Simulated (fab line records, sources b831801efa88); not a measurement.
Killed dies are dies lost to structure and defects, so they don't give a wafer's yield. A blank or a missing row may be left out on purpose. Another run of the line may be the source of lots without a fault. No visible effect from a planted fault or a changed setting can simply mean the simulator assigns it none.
Which of the tools did it? :: flow sky130 :: 12 lots with 36 wafers sampled at 5 steps, on a route of 708 steps

## WHAT THE GAUGES SHOWED, per wafer
SKY_VT_ADJUST_HVTP_OVL_MEAS_08. Usual: VT_ADJUST_HVTP_OVL typically reads 0.7 nm, with standard deviation 1.6.
lot: L912
measured: day 6 12:07
on: overlay-01
VT_ADJUST_HVTP_OVL (nm): -1.2 -0.1 0.3
flag: 

lot: L913
measured: day 6 20:27
on: overlay-02
VT_ADJUST_HVTP_OVL (nm): 3.1 1.8 0.5
flag: 

lot: L914
measured: day 7 06:19
on: overlay-01
VT_ADJUST_HVTP_OVL (nm): 2.5 2.7 3.3
flag: 

lot: L918
measured: day 8 04:00
on: overlay-01
VT_ADJUST_HVTP_OVL (nm): 1.7 3.4 0.8
flag: 

lot: L919
measured: day 8 08:47
on: overlay-01
VT_ADJUST_HVTP_OVL (nm): -1.9 -1.6 -1.9
flag: 

lot: L925
measured: day 10 02:31
on: overlay-02
VT_ADJUST_HVTP_OVL (nm): 1.7 2.0 2.4
flag: 

lot: L928
measured: day 10 23:49
on: overlay-01
VT_ADJUST_HVTP_OVL (nm): -2.0 -2.2 -0.7
flag: 

lot: L929
measured: day 11 06:19
on: overlay-02
VT_ADJUST_HVTP_OVL (nm): 2.1 1.7 2.1
flag: 

lot: L930
measured: day 11 09:14
on: overlay-01
VT_ADJUST_HVTP_OVL (nm): 1.8 1.2 2.3
flag: 

lot: L931
measured: day 11 17:01
on: overlay-01
VT_ADJUST_HVTP_OVL (nm): 0.9 0.3 -1.9
flag: 

lot: L932
measured: day 12 02:55
on: overlay-02
VT_ADJUST_HVTP_OVL (nm): 0.7 0.7 0.6
flag: 

lot: L933
measured: day 12 03:13
on: overlay-01
VT_ADJUST_HVTP_OVL (nm): 1.5 1.6 0.7
flag: 

SKY_VT_ADJUST_NCORE_TW_MEAS_11. Usual: VT_ADJUST_NCORE_TW typically reads 220.5, with standard deviation 1.5.
lot: L912
measured: day 9 02:53
on: film_metro-01
VT_ADJUST_NCORE_TW: 219.1 220.3 219.3
flag: 

lot: L913
measured: day 9 11:41
on: film_metro-04
VT_ADJUST_NCORE_TW: 221.1 220.7 221.3
flag: 

lot: L914
measured: day 9 21:43
on: film_metro-04
VT_ADJUST_NCORE_TW: 222.2 221.3 220.3
flag: 

lot: L918
measured: day 10 22:44
on: film_metro-01
VT_ADJUST_NCORE_TW: 237.3 238.7 238.4
flag: OFF

lot: L919
measured: day 11 04:50
on: film_metro-02
VT_ADJUST_NCORE_TW: 238.7 242.0 241.4
flag: OFF

lot: L925
measured: day 13 03:35
on: film_metro-04
VT_ADJUST_NCORE_TW: 219.7 222.4 220.5
flag: 

lot: L928
measured: day 14 04:17
on: film_metro-04
VT_ADJUST_NCORE_TW: 219.8 220.1 219.6
flag: 

lot: L929
measured: day 14 11:20
on: film_metro-04
VT_ADJUST_NCORE_TW: 221.6 219.8 219.0
flag: 

lot: L930
measured: day 14 15:51
on: film_metro-02
VT_ADJUST_NCORE_TW: 222.2 222.7 222.3
flag: 

lot: L931
measured: day 14 22:43
on: film_metro-04
VT_ADJUST_NCORE_TW: 220.8 220.0 220.9
flag: 

lot: L932
measured: day 15 09:38
on: film_metro-02
VT_ADJUST_NCORE_TW: 221.9 221.8 220.2
flag: 

lot: L933
measured: day 15 10:17
on: film_metro-01
VT_ADJUST_NCORE_TW: 218.2 219.7 218.8
flag: 

## WHICH TOOL RAN EACH LOT (tool, then ch and the chambers of the sampled wafers, then the start)
lot: L912
SKY_NWELL_STRIP_14: plasma_asher-04 ch 0,1, day 4 23:20
SKY_VT_ADJUST_NCORE_IMPLANT_09: implanter-04 ch 0, day 9 02:38
SKY_VT_ADJUST_NCORE_STRIP_10: plasma_asher-04 ch 0,1, day 9 02:47

lot: L913
SKY_NWELL_STRIP_14: plasma_asher-01 ch 0,1, day 5 05:49
SKY_VT_ADJUST_NCORE_IMPLANT_09: implanter-03 ch 0, day 9 11:28
SKY_VT_ADJUST_NCORE_STRIP_10: plasma_asher-04 ch 0,1, day 9 11:35

lot: L914
SKY_NWELL_STRIP_14: plasma_asher-04 ch 0,1, day 5 14:34
SKY_VT_ADJUST_NCORE_IMPLANT_09: implanter-03 ch 0, day 9 21:29
SKY_VT_ADJUST_NCORE_STRIP_10: plasma_asher-03 ch 0,1, day 9 21:37

lot: L918
SKY_NWELL_STRIP_14: plasma_asher-01 ch 0,1, day 6 11:05
SKY_VT_ADJUST_NCORE_IMPLANT_09: implanter-03 ch 0, day 10 22:31
SKY_VT_ADJUST_NCORE_STRIP_10: plasma_asher-04 ch 0,1, day 10 22:38

lot: L919
SKY_NWELL_STRIP_14: plasma_asher-01 ch 0,1, day 6 17:08
SKY_VT_ADJUST_NCORE_IMPLANT_09: implanter-03 ch 0, day 11 04:35
SKY_VT_ADJUST_NCORE_STRIP_10: plasma_asher-04 ch 0,1, day 11 04:44

lot: L925
SKY_NWELL_STRIP_14: plasma_asher-01 ch 0,1, day 8 06:22
SKY_VT_ADJUST_NCORE_IMPLANT_09: implanter-02 ch 0, day 13 03:20
SKY_VT_ADJUST_NCORE_STRIP_10: plasma_asher-01 ch 0,1, day 13 03:29

lot: L928
SKY_NWELL_STRIP_14: plasma_asher-01 ch 0,1, day 9 03:19
SKY_VT_ADJUST_NCORE_IMPLANT_09: implanter-02 ch 0, day 14 04:02
SKY_VT_ADJUST_NCORE_STRIP_10: plasma_asher-04 ch 0,1, day 14 04:11

lot: L929
SKY_NWELL_STRIP_14: plasma_asher-01 ch 0,1, day 9 09:02
SKY_VT_ADJUST_NCORE_IMPLANT_09: implanter-03 ch 0, day 14 11:05
SKY_VT_ADJUST_NCORE_STRIP_10: plasma_asher-04 ch 0,1, day 14 11:14

lot: L930
SKY_NWELL_STRIP_14: plasma_asher-02 ch 0,1, day 9 11:02
SKY_VT_ADJUST_NCORE_IMPLANT_09: implanter-03 ch 0, day 14 15:38
SKY_VT_ADJUST_NCORE_STRIP_10: plasma_asher-03 ch 0,1, day 14 15:46

lot: L931
SKY_NWELL_STRIP_14: plasma_asher-02 ch 0,1, day 9 18:38
SKY_VT_ADJUST_NCORE_IMPLANT_09: implanter-02 ch 0, day 14 22:30
SKY_VT_ADJUST_NCORE_STRIP_10: plasma_asher-04 ch 0,1, day 14 22:38

lot: L932
SKY_NWELL_STRIP_14: plasma_asher-02 ch 0,1, day 10 02:38
SKY_VT_ADJUST_NCORE_IMPLANT_09: implanter-04 ch 0, day 15 09:23
SKY_VT_ADJUST_NCORE_STRIP_10: plasma_asher-01 ch 0,1, day 15 09:32

lot: L933
SKY_NWELL_STRIP_14: plasma_asher-04 ch 0,1, day 10 02:52
SKY_VT_ADJUST_NCORE_IMPLANT_09: implanter-03 ch 0, day 15 10:04
SKY_VT_ADJUST_NCORE_STRIP_10: plasma_asher-01 ch 0,1, day 15 10:11
- SKY_NWELL_STRIP_14: strips in O2/N2.
- SKY_VT_ADJUST_NCORE_IMPLANT_09
- SKY_VT_ADJUST_NCORE_STRIP_10: strips in O2/N2.

## WHAT THE TOOLS THEMSELVES READ (means of the sampled wafers that have a number; where no wafer has one, the mark that the record gives instead)
SKY_NWELL_STRIP_14. Usual: drypump_motor_current_A 5.7 A, standard deviation 0.44; oes_product_au 0.723 a.u., standard deviation 0.0047; strip_time_to_endpoint_s 36.91 s, standard deviation 0.091.
lot: L912
tool: plasma_asher-04
drypump_motor_current_A (A): 6.0
oes_product_au (a.u.): 0.724
strip_time_to_endpoint_s (s): 36.82
flag: 

lot: L913
tool: plasma_asher-01
drypump_motor_current_A (A): 5.7
oes_product_au (a.u.): 0.721
strip_time_to_endpoint_s (s): 36.95
flag: 

lot: L914
tool: plasma_asher-04
drypump_motor_current_A (A): 5.8
oes_product_au (a.u.): 0.721
strip_time_to_endpoint_s (s): 37.00
flag: 

lot: L918
tool: plasma_asher-01
drypump_motor_current_A (A): 5.7
oes_product_au (a.u.): 0.725
strip_time_to_endpoint_s (s): 37.01
flag: 

lot: L919
tool: plasma_asher-01
drypump_motor_current_A (A): 5.9
oes_product_au (a.u.): 0.723
strip_time_to_endpoint_s (s): 36.99
flag: 

lot: L925
tool: plasma_asher-01
drypump_motor_current_A (A): 5.9
oes_product_au (a.u.): 0.724
strip_time_to_endpoint_s (s): 36.99
flag: 

lot: L928
tool: plasma_asher-01
drypump_motor_current_A (A): 5.7
oes_product_au (a.u.): 0.721
strip_time_to_endpoint_s (s): 36.79
flag: 

lot: L929
tool: plasma_asher-01
drypump_motor_current_A (A): 5.9
oes_product_au (a.u.): 0.719
strip_time_to_endpoint_s (s): 36.81
flag: 

lot: L930
tool: plasma_asher-02
drypump_motor_current_A (A): 5.2
oes_product_au (a.u.): 0.726
strip_time_to_endpoint_s (s): 36.88
flag: 

lot: L931
tool: plasma_asher-02
drypump_motor_current_A (A): 5.1
oes_product_au (a.u.): 0.721
strip_time_to_endpoint_s (s): 36.83
flag: 

lot: L932
tool: plasma_asher-02
drypump_motor_current_A (A): 5.2
oes_product_au (a.u.): 0.721
strip_time_to_endpoint_s (s): 36.86
flag: 

lot: L933
tool: plasma_asher-04
drypump_motor_current_A (A): 5.8
oes_product_au (a.u.): 0.727
strip_time_to_endpoint_s (s): 36.93
flag: 

SKY_VT_ADJUST_NCORE_IMPLANT_09. Usual: beam_energy_keV 10.000, standard deviation 0.0031; beam_on_s 9.99 s, standard deviation 0.21.
lot: L912
tool: implanter-04
beam_energy_keV: 10.000
beam_on_s (s): 10.09
flag: 

lot: L913
tool: implanter-03
beam_energy_keV: 10.001
beam_on_s (s): 9.98
flag: 

lot: L914
tool: implanter-03
beam_energy_keV: 10.001
beam_on_s (s): 10.03
flag: 

lot: L918
tool: implanter-03
beam_energy_keV: 14.447
beam_on_s (s): 9.80
flag: OFF

lot: L919
tool: implanter-03
beam_energy_keV: 14.449
beam_on_s (s): 10.10
flag: OFF

lot: L925
tool: implanter-02
beam_energy_keV: 10.000
beam_on_s (s): 9.87
flag: 

lot: L928
tool: implanter-02
beam_energy_keV: 9.998
beam_on_s (s): 9.93
flag: 

lot: L929
tool: implanter-03
beam_energy_keV: 10.000
beam_on_s (s): 9.92
flag: 

lot: L930
tool: implanter-03
beam_energy_keV: 9.997
beam_on_s (s): 10.00
flag: 

lot: L931
tool: implanter-02
beam_energy_keV: 10.000
beam_on_s (s): 9.82
flag: 

lot: L932
tool: implanter-04
beam_energy_keV: 9.996
beam_on_s (s): 10.01
flag: 

lot: L933
tool: implanter-03
beam_energy_keV: 10.001
beam_on_s (s): 9.98
flag: 

SKY_VT_ADJUST_NCORE_STRIP_10. Usual: drypump_motor_current_A 5.9 A, standard deviation 0.35; oes_product_au 0.716 a.u., standard deviation 0.0047; strip_time_to_endpoint_s 14.17 s, standard deviation 0.038.
lot: L912
tool: plasma_asher-04
drypump_motor_current_A (A): 5.8
oes_product_au (a.u.): 0.717
strip_time_to_endpoint_s (s): 14.17
flag: 

lot: L913
tool: plasma_asher-04
drypump_motor_current_A (A): 6.0
oes_product_au (a.u.): 0.716
strip_time_to_endpoint_s (s): 14.18
flag: 

lot: L914
tool: plasma_asher-03
drypump_motor_current_A (A): 6.2
oes_product_au (a.u.): 0.719
strip_time_to_endpoint_s (s): 14.19
flag: 

lot: L918
tool: plasma_asher-04
drypump_motor_current_A (A): 5.8
oes_product_au (a.u.): 0.713
strip_time_to_endpoint_s (s): 14.20
flag: 

lot: L919
tool: plasma_asher-04
drypump_motor_current_A (A): 6.0
oes_product_au (a.u.): 0.712
strip_time_to_endpoint_s (s): 14.16
flag: 

lot: L925
tool: plasma_asher-01
drypump_motor_current_A (A): 5.7
oes_product_au (a.u.): 0.712
strip_time_to_endpoint_s (s): 14.16
flag: 

lot: L928
tool: plasma_asher-04
drypump_motor_current_A (A): 6.0
oes_product_au (a.u.): 0.717
strip_time_to_endpoint_s (s): 14.16
flag: 

lot: L929
tool: plasma_asher-04
drypump_motor_current_A (A): 5.7
oes_product_au (a.u.): 0.718
strip_time_to_endpoint_s (s): 14.18
flag: 

lot: L930
tool: plasma_asher-03
drypump_motor_current_A (A): 6.0
oes_product_au (a.u.): 0.713
strip_time_to_endpoint_s (s): 14.21
flag: 

lot: L931
tool: plasma_asher-04
drypump_motor_current_A (A): 6.0
oes_product_au (a.u.): 0.718
strip_time_to_endpoint_s (s): 14.15
flag: 

lot: L932
tool: plasma_asher-01
drypump_motor_current_A (A): 5.9
oes_product_au (a.u.): 0.715
strip_time_to_endpoint_s (s): 14.17
flag: 

lot: L933
tool: plasma_asher-01
drypump_motor_current_A (A): 5.7
oes_product_au (a.u.): 0.719
strip_time_to_endpoint_s (s): 14.22
flag: 

## THE ANSWER, worked out from the rows above alone
Rule: lot off if the mean of its wafers having a number is beyond 3 standard deviations from the usual mean. Also off: a lot with no number at a reading for which 4 or more lots have one. The other lots that the step has rows for count as sound. The gauges are gone through in route order, then the tools' own readings, and for those a lot's mean is taken as printed above. At the first step where some lot is off, the reading lying furthest off is the one used; lots without a number count as furthest.
Off: at SKY_VT_ADJUST_NCORE_TW_MEAS_11 (VT_ADJUST_NCORE_TW), L918, L919.
A tool fits if, at a process step before that reading, it ran every lot that is off, and no sound lot after the first of them. The gauges at SKY_VT_ADJUST_NCORE_TW_MEAS_11 aren't tried: what is off there is off at SKY_VT_ADJUST_NCORE_IMPLANT_09 too, on other tools, and a gauge's error can't cause that. Of those tried, none fits.

## WHAT THE SIMULATOR HAD INSERTED
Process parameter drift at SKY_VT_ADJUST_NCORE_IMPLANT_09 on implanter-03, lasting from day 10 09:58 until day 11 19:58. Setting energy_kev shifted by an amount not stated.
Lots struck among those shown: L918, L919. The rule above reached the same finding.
